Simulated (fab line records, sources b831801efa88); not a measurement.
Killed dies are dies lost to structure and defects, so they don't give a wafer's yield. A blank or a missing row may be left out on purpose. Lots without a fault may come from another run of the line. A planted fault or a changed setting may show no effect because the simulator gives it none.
Which tool did it? | flow gf180mcu | 14 lots, 42 wafers sampled, at 6 steps of a route of 602

WHAT THE GAUGES READ, wafer by wafer
GF_NWELL_OVL_MEAS_07.
lot  | measured    | on         | NWELL_OVL (nm)
L262 | day 3 07:59 | overlay-01 | -1.7 -2.8 -3.0
L263 | day 3 12:16 | overlay-02 | -0.3 0.5 -1.1
L264 | day 3 18:40 | overlay-02 | -1.3 -2.4 -4.2
L265 | day 4 00:16 | overlay-01 | -3.3 -2.3 -0.8
L266 | day 4 05:35 | overlay-01 | -0.5 0.0 -1.6
L267 | day 4 13:37 | overlay-02 | -1.4 -1.8 -2.5
L270 | day 5 03:31 | overlay-01 | 0.1 -1.4 0.2
L271 | day 5 09:04 | overlay-01 | 0.1 0.5 1.5
L272 | day 5 16:41 | overlay-01 | 0.3 0.6 1.1
L276 | day 6 11:31 | overlay-01 | -1.7 -2.2 -0.5
L280 | day 7 10:46 | overlay-01 | 1.4 -0.2 0.9
L283 | day 8 02:04 | overlay-02 | -2.0 -3.6 -0.8
L284 | day 8 06:25 | overlay-01 | 1.1 0.8 1.7
L285 | day 8 13:11 | overlay-01 | -4.6 -3.8 -3.1

GF_LVPWELL_OVL_MEAS_07.
lot  | measured    | on         | LVPWELL_OVL (nm)
L262 | day 3 22:14 | overlay-02 | 1.7 1.4 1.2
L263 | day 4 01:55 | overlay-02 | -1.4 -1.5 -1.3
L264 | day 4 08:43 | overlay-02 | -1.3 0.1 -0.3
L265 | day 4 13:58 | overlay-01 | -1.5 -2.9 -2.0
L266 | day 4 19:49 | overlay-01 | 0.1 -1.3 -1.8
L267 | day 5 03:49 | overlay-02 | -0.6 -1.0 -0.8
L270 | day 5 17:46 | overlay-02 | -0.9 0.1 -0.3
L271 | day 5 23:25 | overlay-01 | -0.6 -0.6 -2.2
L272 | day 6 07:59 | overlay-02 | 1.4 1.0 2.3
L276 | day 7 03:13 | overlay-01 | -1.7 0.3 -0.1
L280 | day 8 02:34 | overlay-01 | 0.5 -0.3 0.8
L283 | day 8 18:31 | overlay-01 | -1.4 0.0 -0.3
L284 | day 8 23:10 | overlay-01 | 0.4 -1.2 -1.4
L285 | day 9 06:08 | overlay-02 | 1.8 2.4 3.0

GF_MVSD_OVL_MEAS_07.
lot  | measured    | on         | MVSD_OVL (nm)
L262 | day 4 12:26 | overlay-02 | 0.0 0.4 0.1
L263 | day 4 16:25 | overlay-02 | 0.6 0.3 -1.4
L264 | day 4 22:14 | overlay-01 | -1.8 -0.8 -0.3
L265 | day 5 03:58 | overlay-02 | -3.4 -3.4 -2.9
L266 | day 5 10:20 | overlay-01 | 0.5 1.7 -1.6
L267 | day 5 18:25 | overlay-01 | -1.1 -0.8 -0.8
L270 | day 6 08:28 | overlay-02 | -3.1 - -
L271 | day 6 14:22 | overlay-02 | -2.5 - -3.5
L272 | day 6 22:56 | overlay-01 | -3.7 -4.6 -4.7
L276 | day 7 19:46 | overlay-01 | 0.4 -1.7 1.4
L280 | day 8 18:56 | overlay-01 | -0.9 -2.6 -1.2
L283 | day 9 12:01 | overlay-01 | -2.3 0.0 -2.2
L284 | day 9 15:55 | overlay-02 | -1.0 -2.5 -2.9
L285 | day 9 23:58 | overlay-02 | -1.6 -0.5 -1.8

GF_MVSD_TW_MEAS_11.
lot  | measured     | on            | MVSD_TW
L262 | day 4 12:52  | film_metro-04 | 1599 1594 1593
L263 | day 4 16:51  | film_metro-04 | 1606 1602 1601
L264 | day 4 22:40  | film_metro-03 | 1569 1573 1565
L265 | day 5 04:23  | film_metro-04 | 1601 1603 1602
L266 | day 5 10:46  | film_metro-04 | 1600 1603 1596
L267 | day 5 18:51  | film_metro-03 | 1576 1582 1578
L270 | day 6 08:54  | film_metro-03 | 1571 140 142
L271 | day 6 14:48  | film_metro-04 | 1593 158 1602
L272 | day 6 23:22  | film_metro-04 | 1596 1588 1590
L276 | day 7 20:11  | film_metro-04 | 1597 1591 1598
L280 | day 8 19:29  | film_metro-04 | 1605 1604 1608
L283 | day 9 12:27  | film_metro-03 | 1579 1576 1580
L284 | day 9 16:20  | film_metro-04 | 1600 1606 1594
L285 | day 10 00:29 | film_metro-03 | 1569 1569 1571

GF_VT_IMPLANT_OVL_MEAS_07.
lot  | measured     | on         | VT_IMPLANT_OVL (nm)
L262 | day 5 16:31  | overlay-02 | 0.6 0.7 0.8
L263 | day 5 20:34  | overlay-02 | 2.1 0.4 1.2
L264 | day 6 03:01  | overlay-02 | -0.4 1.3 0.6
L265 | day 6 09:10  | overlay-02 | 2.1 3.0 2.3
L266 | day 6 15:41  | overlay-01 | -0.5 -1.6 0.2
L267 | day 7 00:49  | overlay-01 | 1.2 1.4 1.5
L270 | day 7 15:22  | overlay-01 | -0.1 -0.3 -0.3
L271 | day 7 21:46  | overlay-02 | 1.5 0.9 1.1
L272 | day 8 06:26  | overlay-02 | -0.6 2.5 0.4
L276 | day 9 04:22  | overlay-02 | 1.7 0.6 -0.3
L280 | day 10 06:56 | overlay-02 | -0.1 -0.5 1.0
L283 | day 11 00:25 | overlay-02 | -0.9 -1.0 -0.6
L284 | day 11 04:01 | overlay-02 | -0.5 -1.0 0.3
L285 | day 11 12:53 | overlay-01 | 0.4 -0.4 0.8

WHICH TOOL RAN EACH LOT (tool, then ch and the chambers of the sampled wafers, then the start)
lot  | GF_MVSD_DEVELOP_06
L262 | litho_track-04 ch 0, day 4 12:00
L263 | litho_track-03 ch 0, day 4 16:00
L264 | litho_track-04 ch 0, day 4 22:00
L265 | litho_track-01 ch 0, day 5 03:00
L266 | litho_track-04 ch 0, day 5 10:00
L267 | litho_track-03 ch 0, day 5 18:00
L270 | litho_track-03 ch 0, day 6 08:00
L271 | litho_track-03 ch 0, day 6 14:00
L272 | litho_track-04 ch 0, day 6 22:00
L276 | litho_track-01 ch 0, day 7 19:00
L280 | litho_track-04 ch 0, day 8 18:00
L283 | litho_track-04 ch 0, day 9 11:00
L284 | litho_track-01 ch 0, day 9 15:00
L285 | litho_track-03 ch 0, day 9 23:00
- GF_MVSD_DEVELOP_06: develop time 60 s.

WHAT THE TOOLS THEMSELVES READ (means of the sampled wafers that have a number; where no wafer has one, the mark that the record gives instead)
GF_MVSD_DEVELOP_06.
lot  | tool           | chill_plate_temp_C (C)
L262 | litho_track-04 | 22.82
L263 | litho_track-03 | 22.98
L264 | litho_track-04 | 22.99
L265 | litho_track-01 | 23.03
L266 | litho_track-04 | 22.93
L267 | litho_track-03 | 22.93
L270 | litho_track-03 | 22.99
L271 | litho_track-03 | 23.02
L272 | litho_track-04 | 22.91
L276 | litho_track-01 | 22.99
L280 | litho_track-04 | 23.05
L283 | litho_track-04 | 23.03
L284 | litho_track-01 | 23.00
L285 | litho_track-03 | 23.05

THE ANSWER, worked out from the rows above alone
Rule: what is usual is taken from the lots themselves. Put in order of their means at a reading, lots are off if they are a third of the lots or fewer, leave a main group of 4 or more, and stand apart from it by a gap of 3 or more times the standard deviation of the main group's means; of several such gaps the widest counts. A main group whose means are all the same, to the digits that the tables above print for the reading, isn't used. A lot without any number at a reading at which 4 lots or more have one is off too. The other lots that the step has rows for count as sound. The gauges are gone through in route order, then the tools' own readings, and for those a lot's mean is taken as printed above. The first step at which some lot is off is used, and at that step the reading that is off furthest; a lot without a number counts as furthest.
Off: L270, L271, at GF_MVSD_TW_MEAS_11 (MVSD_TW). The main group: mean 1591, standard deviation 13.
A tool fits if, at a process step before that reading, it ran every lot that is off, and no sound lot after the first of them. The gauges at GF_MVSD_TW_MEAS_11 are tried like those tools. None of those tried fits.

WHAT THE SIMULATOR HAD PUT IN
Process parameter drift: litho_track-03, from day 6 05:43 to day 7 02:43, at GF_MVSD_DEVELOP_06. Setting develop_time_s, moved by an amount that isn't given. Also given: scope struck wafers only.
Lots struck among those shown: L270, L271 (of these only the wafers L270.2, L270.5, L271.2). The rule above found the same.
